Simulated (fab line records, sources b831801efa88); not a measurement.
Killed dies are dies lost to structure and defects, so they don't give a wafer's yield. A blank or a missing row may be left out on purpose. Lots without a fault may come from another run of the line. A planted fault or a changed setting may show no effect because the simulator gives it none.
Which tool did it? | flow sky130 | 7 lots, 21 wafers sampled, at 1 step of a route of 708

WHAT THE GAUGES READ, wafer by wafer
SKY_VT_ADJUST_LVTN_TW_MEAS_10.
lot  | measured     | on            | VT_ADJUST_LVTN_TW
L593 | day 6 23:23  | film_metro-03 | 239.7 239.7 238.1
L595 | day 7 17:47  | film_metro-01 | 240.7 239.5 238.6
L597 | day 8 04:39  | film_metro-03 | 240.9 241.1 241.5
L599 | day 8 22:45  | film_metro-04 | 241.5 241.1 242.1
L601 | day 9 11:27  | film_metro-03 | 240.7 239.1 239.8
L605 | day 10 11:38 | film_metro-03 | 239.4 240.2 240.7
L612 | day 12 09:08 | film_metro-03 | 242.8 242.5 241.7

WHICH TOOL RAN EACH LOT (tool, then ch and the chambers of the sampled wafers, then the start)
The record holds no process step before these readings.

THE ANSWER, worked out from the rows above alone
Rule: what is usual is taken from the lots themselves. Put in order of their means at a reading, lots are off if they are a third of the lots or fewer, leave a main group of 4 or more, and stand apart from it by a gap of 3 or more times the standard deviation of the main group's means; of several such gaps the widest counts. A main group whose means are all the same, to the digits that the tables above print for the reading, isn't used. A lot without any number at a reading at which 4 lots or more have one is off too. The other lots that the step has rows for count as sound.
No lot is off at any reading shown: from this, nothing can be told.

WHAT THE SIMULATOR HAD PUT IN
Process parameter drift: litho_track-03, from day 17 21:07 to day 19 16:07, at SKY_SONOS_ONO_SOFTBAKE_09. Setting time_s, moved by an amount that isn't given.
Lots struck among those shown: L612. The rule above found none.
